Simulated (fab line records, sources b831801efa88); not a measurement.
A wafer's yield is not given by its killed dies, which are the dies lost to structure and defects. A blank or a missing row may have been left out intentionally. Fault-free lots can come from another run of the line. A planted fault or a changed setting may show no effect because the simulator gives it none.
Chamber matching | flow sky130 | SKY_VIA2_CMP_24 on cmp-01 has 4 sister chambers
The step polishes, stops on SiO2, t overpolish 20 s, target thk 0 nm. 8 wafers are shown with their chamber, then 11 later ones without.

## WAFERS WITH THEIR CHAMBER
wafer  | chamber | motorCurrentA (A) | timeToEndpointS (s)
L373.6 | 3       | 9.2               | 106
L382.3 | 3       | 9.0               | 101
L381.5 | 1       | 11.3              | 93
L381.6 | 2       | 9.7               | 98
L379.1 | 2       | 10.1              | 104
L379.4 | 0       | 9.9               | 100
L379.5 | 1       | 11.0              | 105
L383.1 | 0       | 9.2               | 99

## WAFERS MISSING THEIR CHAMBER
wafer  | motorCurrentA (A) | timeToEndpointS (s)
L383.3 | 9.1               | 104
L383.4 | 8.9               | 106
L385.3 | 11.3              | 99
L385.5 | 10.0              | 100
L385.6 | 11.4              | 102
L386.3 | 9.2               | 98
L386.4 | 8.9               | 101
L386.6 | 9.7               | 101
L387.1 | 11.4              | 99
L387.2 | 9.9               | 102
L387.3 | 8.8               | 99

## THE CHAMBER EACH PASSED THROUGH
wafer  | from the rows above          | in truth
L383.3 | can't be placed: 3 or 0      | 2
L383.4 | can't be placed: 3 or 0      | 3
L385.3 | 1                            | 1
L385.5 | can't be placed: 2 or 0      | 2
L385.6 | 1                            | 1
L386.3 | can't be placed: 3 or 0 or 2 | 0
L386.4 | can't be placed: 3 or 0      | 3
L386.6 | can't be placed: 0 or 2 or 3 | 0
L387.1 | 1                            | 1
L387.2 | can't be placed: 2 or 0      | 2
L387.3 | can't be placed: 3 or 0      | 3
3 of 11 placed correctly. Cannot be placed on the basis of these rows: 8; the candidates contain the true chamber in 7. Number placed wrongly: 0.
How it was worked out, from the rows above alone: a wafer's distance from a chamber is the root of the sum, over the readings, of the square of ((its reading less the chamber's mean) divided by the reading's scatter). If the next closest chamber is less than 2 further off than the closest, the wafer can't be placed; otherwise it belongs to the closest. For every chamber, the mean is computed from those of its wafers that are shown. The scatter: the root of (the sum of the squares of (reading less its chamber's mean) over the shown wafers, divided by (wafers less chambers)).
